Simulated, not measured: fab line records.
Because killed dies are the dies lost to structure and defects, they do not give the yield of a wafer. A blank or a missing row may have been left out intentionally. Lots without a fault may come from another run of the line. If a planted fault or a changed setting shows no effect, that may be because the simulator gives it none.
fab line records	flow gf180mcu
record: lots: 5	wafers: 23
route steps=602 shown M5@536 V5@549 TOP_METAL@568 PASSIVATION@598
startH: hours from the record's opening day to when the first of the lot's shown wafers began	waitH: hours from the lot's prior step to this one	" repeats the value in the row above	L1.1+2: one row covering several wafers at once	- no value, or no start was given	* or withheld: withheld	< > ~ a bound
route shown NAME@n: NAME is a module with steps in the file, n the number in the route of the first one	usual: average and standard deviation across the fault-free wafers	same: alike in all rows	chamber/n: place in a boat	sites: each site's reading	_std_site: standard deviation of those values	_edge_site: mean of outer sites minus mean of inner sites	radiusMm: for every site, how far away it sits from the centre of the wafer	mask NAME#n: copy n	behind: the last tool/chamber to shape the wafer	hold: the reason the lot was held/the length of the hold in hours/how it ended	device: transistor that didn't switch, given as n, p or np	end of line: tests of these same wafers at the route's end	a step without rows: its recipe alone	killed: at the first sort, the dies lost to defects and structure; wafer yield is something else	map: the dies of a wafer, with x for killed, . for not killed, _ for no die there
set.NAME: the setting as run; set.NAME@STEP: as run at that earlier step	model.NAME: the simulator's own value behind a step, which no gauge read
lots whose settings were changed on purpose; a table a step, a row a wafer
== steps ==
step: GF_M5_METAL_ETCH_10
recipe: chemistry: Cl2/BCl3	maskMaterial: KrF	targetDepthNm: 627.5	stopOn: SiO2	pressureMtorr: 8	icpW: 800	biasW: 140	Cl2_flow_sccm: 80	bcl3FlowSccm: 40	timeS: 104.6
lot.wafer	tool	chamber	startH	waitH	set.icpW
L075.1+4+6	rieMetal-03	0,1,0	607.99	0.0	800
L077.1+2+3+5+6	rieMetal-02	0,1,1,0,1	620.54	0.0	800
L078.1+2+4	rieMetal-03	1,0,0	632.48	0.0	738.7
L078.3+6	"	1,0	"	"	800
L079.1+2+5	rieMetal-01	0,1,1	637.70	0.0	800
L079.3+4	"	0,1	"	"	745
L083.2+3+4+5+6	rieMetal-02	0,0,1,0,1	681.24	0.0	800
step: GF_M5_STRIP_11
recipe: chemistry: O2/N2	powerW: 1400	pressureMtorr: 1500	platenTempC: 250	o2FlowSccm: 3000	n2FlowSccm: 300	overashFraction: 0.5
usual: stripTimeToEndpointS: 7.53/0.039
lot.wafer	tool	chamber	startH	waitH	set.icpW@M5_METAL_ETCH_10	stripTimeToEndpointS
L075.1	plasmaAsher-01	0	608.10	0.1	800	7.52
L075.4	"	0	"	"	800	7.50
L075.6	"	1	"	"	800	7.53
L077.1	plasmaAsher-01	1	620.65	0.1	800	7.55
L077.2	"	0	"	"	800	7.54
L077.3	"	0	"	"	800	7.48
L077.5	"	0	"	"	800	7.55
L077.6	"	1	"	"	800	7.53
L078.1	plasmaAsher-04	0	632.59	0.1	738.7	7.67
L078.2	"	1	"	"	738.7	7.68
L078.3	"	1	"	"	800	7.56
L078.4	"	0	"	"	738.7	7.65
L078.6	"	1	"	"	800	7.52
L079.1	plasmaAsher-04	1	637.81	0.1	800	7.53
L079.2	"	0	"	"	800	7.50
L079.3	"	1	"	"	745	7.68
L079.4	"	0	"	"	745	7.63
L079.5	"	0	"	"	800	7.56
L083.2	plasmaAsher-04	1	681.35	0.1	800	7.62
L083.3	"	1	"	"	800	7.62
L083.4	"	0	"	"	800	7.59
L083.5	"	1	"	"	800	7.60
L083.6	"	0	"	"	800	7.56
step: GF_V5_COAT_09
recipe: resist: KrF	spinRpm: withheld	resistThkNm: 1000
lot.wafer	tool	chamber	startH	waitH	set.resistThkNm	model.KrF_of_V5_COAT_09.thkNm
L075.1	lithoTrack-02	0	-	-	1000	1001
L075.4	"	0	"	"	1000	1004
L075.6	"	0	"	"	1000	999.9
L077.1	lithoTrack-03	0	-	-	1000	1001
L077.2	"	0	"	"	1000	1005
L077.3	"	0	"	"	1000	1000
L077.5+6	"	0	"	"	1000	1003
L078.1	lithoTrack-03	0	-	-	983.1	988
L078.2	"	0	"	"	983.1	983.4
L078.3	"	0	"	"	1000	1003
L078.4	"	0	"	"	1000	1005
L078.6	"	0	"	"	983.1	985.9
L079.1	lithoTrack-02	0	-	-	1045	1046
L079.2	"	0	"	"	1000	998.9
L079.3	"	0	"	"	1045	1045
L079.4	"	0	"	"	1000	998.8
L079.5	"	0	"	"	1045	1042
L083.2	lithoTrack-02	0	-	-	1000	1001
L083.3	"	0	"	"	1000	999.3
L083.4	"	0	"	"	962	963.6
L083.5	"	0	"	"	1000	1004
L083.6	"	0	"	"	962	961.7
step: GF_V5_CVD_23
recipe: material: W	targetThkNm: 350	timeS: 104.9	tempC: 400	pressureTorr: 40
lot.wafer	tool	chamber	startH	waitH	set.pressureTorr	model.W_of_V5_CVD_23.thkNm
L075.1	cvdW-02	0	630.27	0.0	40	346.4
L075.4	"	0	"	"	40	346.5
L075.6	"	0	"	"	40	345.1
L077.1	cvdW-01	1	643.15	0.0	36.91	337.8
L077.2	"	0	"	"	36.91	336.5
L077.3	"	1	"	"	36.91	340.3
L077.5	"	0	"	"	36.91	337.2
L077.6	"	1	"	"	36.91	341.2
L078.1	cvdW-02	1	654.27	0.0	40	355.7
L078.2	"	0	"	"	40	351.1
L078.3	"	0	"	"	40	347
L078.4	"	1	"	"	40	356.2
L078.6	"	0	"	"	40	350.9
L079.1	cvdW-01	0	659.51	0.0	42.75	362.2
L079.2	"	1	"	"	42.75	361.7
L079.3	"	0	"	"	42.75	360.5
L079.4	"	1	"	"	42.75	364.1
L079.5	"	0	"	"	42.75	359.4
L083.2	cvdW-01	0	706.76	0.0	40	351.6
L083.3	"	0	"	"	40	357.2
L083.4	"	1	"	"	40	348.3
L083.5	"	0	"	"	40	353.8
L083.6	"	1	"	"	40	349
step: GF_TOP_METAL_SPUTTER_01
recipe: material: TiN	targetThkNm: 30	powerW: 6500	timeS: 25	chamberPressurePa: 0.4
lot.wafer	tool	chamber	startH	waitH	set.timeS	model.TiN_of_TOP_METAL_SPUTTER_01.thkNm
L075.1	pvdSputter-02	-	630.96	0.1	25	30.57
L075.4	"	-	"	"	25	30.9
L075.6	"	-	"	"	25	30.31
L077.1	pvdSputter-01	-	644.06	0.1	25	29.79
L077.2	"	-	"	"	25	29.56
L077.3	"	-	"	"	25	29.75
L077.5	"	-	"	"	26.89	32.14
L077.6	"	-	"	"	26.89	32.23
L078.1	pvdSputter-01	-	654.96	0.1	25	30.21
L078.2	"	-	"	"	27.55	33.12
L078.3	"	-	"	"	25	30
L078.4	"	-	"	"	27.55	33.01
L078.6	"	-	"	"	25	30.5
L079.1	pvdSputter-04	-	660.21	0.1	25	29.78
L079.2+3	"	-	"	"	25	29.59
L079.4	"	-	"	"	22.87	27.28
L079.5	"	-	"	"	22.87	27.27
L083.2	pvdSputter-04	-	707.46	0.1	25	30.08
L083.3	"	-	"	"	25	29.94
L083.4	"	-	"	"	25	30.18
L083.5	"	-	"	"	25	30.03
L083.6	"	-	"	"	25	30.17
step: GF_TOP_METAL_EXPOSE_11
recipe: maskId: MetalTop	targetCdNm: 440	na: 0.6	sourceShape: conventional	sigmaOuter: 0.6	doseMj: 170
lot.wafer	tool	chamber	startH	waitH	mask	set.doseMj
L075.1+4+6	ilineStepper-01	0	-	-	MetalTop#0	170
L077.1+5	ilineStepper-01	0	-	-	MetalTop#0	170
L077.2+3+6	"	0	"	"	MetalTop#0	176.8
L078.1+2+3	ilineStepper-02	0	-	-	MetalTop#0	170
L078.4+6	"	0	"	"	MetalTop#0	178.2
L079.1+2+3+4+5	ilineStepper-01	0	-	-	MetalTop#0	170
L083.2+6	ilineStepper-02	0	-	-	MetalTop#0	182.5
L083.3+4+5	"	0	"	"	MetalTop#0	170
step: GF_TOP_METAL_PEB_12
recipe: tempC: withheld	timeS: *	resist: NOVOLAK
step: GF_TOP_METAL_DEVELOP_13
recipe: developTimeS: 60	devTempC: 23
step: GF_TOP_METAL_CD_MEAS_14
recipe: targetCdNm: 440
usual: cdNm: 441/3.3
lot.wafer	tool	chamber	startH	waitH	set.doseMj@TOP_METAL_EXPOSE_11	cdNm
L075.1	cdSem-01	-	650.51	0.1	170	441
L075.4	"	-	"	"	170	443
L075.6	"	-	"	"	170	441
L077.1	cdSem-02	-	663.52	0.1	170	440
L077.2	"	-	"	"	176.8	428
L077.3	"	-	"	"	176.8	427
L077.5	"	-	"	"	170	438
L077.6	"	-	"	"	176.8	430
L078.1	cdSem-02	-	673.72	0.1	170	438
L078.2	"	-	"	"	170	441
L078.3	"	-	"	"	170	437
L078.4	"	-	"	"	178.2	423
L078.6	"	-	"	"	178.2	427
L079.1	cdSem-01	-	679.91	0.1	170	446
L079.2	"	-	"	"	170	444
L079.3	"	-	"	"	170	443
L079.4	"	-	"	"	170	444
L079.5	"	-	"	"	170	445
L083.2	cdSem-02	-	724.63	0.1	182.5	416
L083.3	"	-	"	"	170	437
L083.4	"	-	"	"	170	436
L083.5	"	-	"	"	170	436
L083.6	"	-	"	"	182.5	418
step: GF_TOP_METAL_METAL_ETCH_16
recipe: chemistry: Cl2/BCl3	maskMaterial: NOVOLAK	targetDepthNm: 1077.5	stopOn: SiO2	pressureMtorr: 8	icpW: 800	biasW: 140	Cl2_flow_sccm: 80	bcl3FlowSccm: 40	timeS: 179.6
lot.wafer	tool	chamber	startH	waitH	set.doseMj@TOP_METAL_EXPOSE_11	model.TOP_METAL.cdNm
L075.1	rieMetal-03	0	650.66	0.0	170	443.2
L075.4	"	0	"	"	170	441.6
L075.6	"	1	"	"	170	439.9
L077.1	rieMetal-03	1	663.68	0.0	170	443.2
L077.2	"	0	"	"	176.8	432.1
L077.3	"	1	"	"	176.8	425.9
L077.5	"	0	"	"	170	440.1
L077.6	"	1	"	"	176.8	427.4
L078.1	rieMetal-03	1	673.88	0.0	170	435.5
L078.2	"	0	"	"	170	437.3
L078.3	"	1	"	"	170	437
L078.4	"	0	"	"	178.2	427.4
L078.6	"	1	"	"	178.2	426.5
L079.1	rieMetal-04	0	680.06	0.0	170	448.2
L079.2	"	1	"	"	170	443.3
L079.3	"	1	"	"	170	440.5
L079.4	"	0	"	"	170	444.8
L079.5	"	1	"	"	170	446.9
L083.2	rieMetal-04	1	724.77	0.0	182.5	418.2
L083.3	"	1	"	"	170	436.1
L083.4	"	0	"	"	170	437.5
L083.5	"	0	"	"	170	433.8
L083.6	"	1	"	"	182.5	421.9
step: GF_PASSIVATION_ETCH_11
recipe: chemistry: CF4/O2	targetDepthNm: 1800	stopOn: TiN	sourceW: 800	biasW: 150	pressureMtorr: 150	cf4FlowSccm: 80	O2_flow_sccm: 10	timeS: 400
lot.wafer	tool	chamber	startH	waitH	set.sourceW	model.coat_of_PASSIVATION_COAT_06.thkNm
L075.1	rieDiel-01	0	671.47	-	800	2808
L075.4	"	2	"	"	800	2784
L075.6	"	0	"	"	800	2805
L077.1	rieDiel-02	1	683.32	-	748	2861
L077.2	"	3	"	"	800	2770
L077.3	"	0	"	"	748	2855
L077.5	"	0	"	"	800	2778
L077.6	"	3	"	"	748	2846
L078.1	rieDiel-02	0	692.57	-	881.1	2701
L078.2	"	1	"	"	800	2811
L078.3	"	2	"	"	881.1	2684
L078.4	"	3	"	"	800	2793
L078.6	"	0	"	"	800	2807
L079.1	rieDiel-01	0	699.62	-	800	2796
L079.2	"	1	"	"	800	2812
L079.3	"	2	"	"	800	2798
L079.4	"	1	"	"	800	2817
L079.5	"	2	"	"	800	2787
L083.2	rieDiel-01	3	742.67	-	800	2795
L083.3	"	0	"	"	889.2	2698
L083.4	"	2	"	"	800	2794
L083.5	"	3	"	"	800	2786
L083.6	"	2	"	"	889.2	2682
step: GF_PASSIVATION_STRIP_12
recipe: chemistry: O2/N2	powerW: 1400	pressureMtorr: 1500	platenTempC: 250	o2FlowSccm: 3000	n2FlowSccm: 300	overashFraction: 0.5
usual: oesProductAu: 0.719/0.0042	stripTimeToEndpointS: 34.79/0.18
lot.wafer	tool	chamber	startH	waitH	set.pressureMtorr	set.sourceW@PASSIVATION_ETCH_11	oesProductAu	stripTimeToEndpointS
L075.1	plasmaAsher-02	0	671.71	0.1	1500	800	0.717	34.87
L075.4	"	1	"	"	1500	800	0.716	34.61
L075.6	"	0	"	"	1500	800	0.726	34.84
L077.1	plasmaAsher-03	1	683.56	0.1	1308	748	0.698	37.04
L077.2	"	0	"	"	1308	800	0.702	35.95
L077.3	"	0	"	"	1308	748	0.702	36.97
L077.5	"	1	"	"	1308	800	0.699	36.07
L077.6	"	0	"	"	1308	748	0.699	36.91
L078.1	plasmaAsher-04	0	692.81	0.1	1659	881.1	0.729	32.83
L078.2	"	1	"	"	1659	800	0.735	34.09
L078.3	"	1	"	"	1659	881.1	0.732	32.65
L078.4	"	0	"	"	1659	800	0.727	33.88
L078.6	"	0	"	"	1659	800	0.726	34.04
L079.1	plasmaAsher-02	1	699.86	0.1	1359	800	0.702	35.81
L079.2	"	0	"	"	1359	800	0.715	35.99
L079.3	"	0	"	"	1359	800	0.706	35.81
L079.4	"	1	"	"	1359	800	0.712	36.05
L079.5	"	0	"	"	1359	800	0.705	35.68
L083.2	plasmaAsher-03	0	743.03	0.2	1709	800	0.736	33.70
L083.3	"	0	"	"	1709	889.2	0.733	32.61
L083.4	"	1	"	"	1709	800	0.732	33.71
L083.5	"	1	"	"	1709	800	0.737	33.59
L083.6	"	0	"	"	1709	889.2	0.725	32.42
== key ==
split: step: GF_M5_METAL_ETCH_10	setting: icpW	stated: 800	by: wafer
response: step: GF_M5_STRIP_11	reading: stripTimeToEndpointS	change: *	per: 1%	r: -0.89
split: step: GF_V5_COAT_09	setting: resistThkNm	stated: 1000	by: wafer
response: step: GF_V5_COAT_09	reading: model.KrF_of_V5_COAT_09.thkNm	change: +10.2	per: 1%	r: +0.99
split: step: GF_V5_CVD_23	setting: pressureTorr	stated: 40	by: lot
response: step: GF_V5_CVD_23	reading: model.W_of_V5_CVD_23.thkNm	change: +1.57	per: 1%	r: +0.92
split: step: GF_TOP_METAL_SPUTTER_01	setting: timeS	stated: 25	by: wafer
response: step: GF_TOP_METAL_SPUTTER_01	reading: model.TiN_of_TOP_METAL_SPUTTER_01.thkNm	change: +0.291	per: 1%	r: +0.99
split: step: GF_TOP_METAL_EXPOSE_11	setting: doseMj	stated: 170	by: wafer
response: step: GF_TOP_METAL_CD_MEAS_14	reading: cdNm	change: -2.68	per: 1%	r: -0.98
response: step: GF_TOP_METAL_METAL_ETCH_16	reading: model.TOP_METAL.cdNm	change: -2.31	per: 1%	r: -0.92
split: step: GF_PASSIVATION_ETCH_11	setting: sourceW	stated: 800	by: wafer
response: step: GF_PASSIVATION_ETCH_11	reading: model.coat_of_PASSIVATION_COAT_06.thkNm	change: -10.4	per: 1%	r: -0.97
response: step: GF_PASSIVATION_STRIP_12	reading: stripTimeToEndpointS	change: *	per: 1%	r: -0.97
split: step: GF_PASSIVATION_STRIP_12	setting: pressureMtorr	stated: 1500	by: lot
response: step: GF_PASSIVATION_STRIP_12	reading: oesProductAu	change: +0.00117	per: 1%	r: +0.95
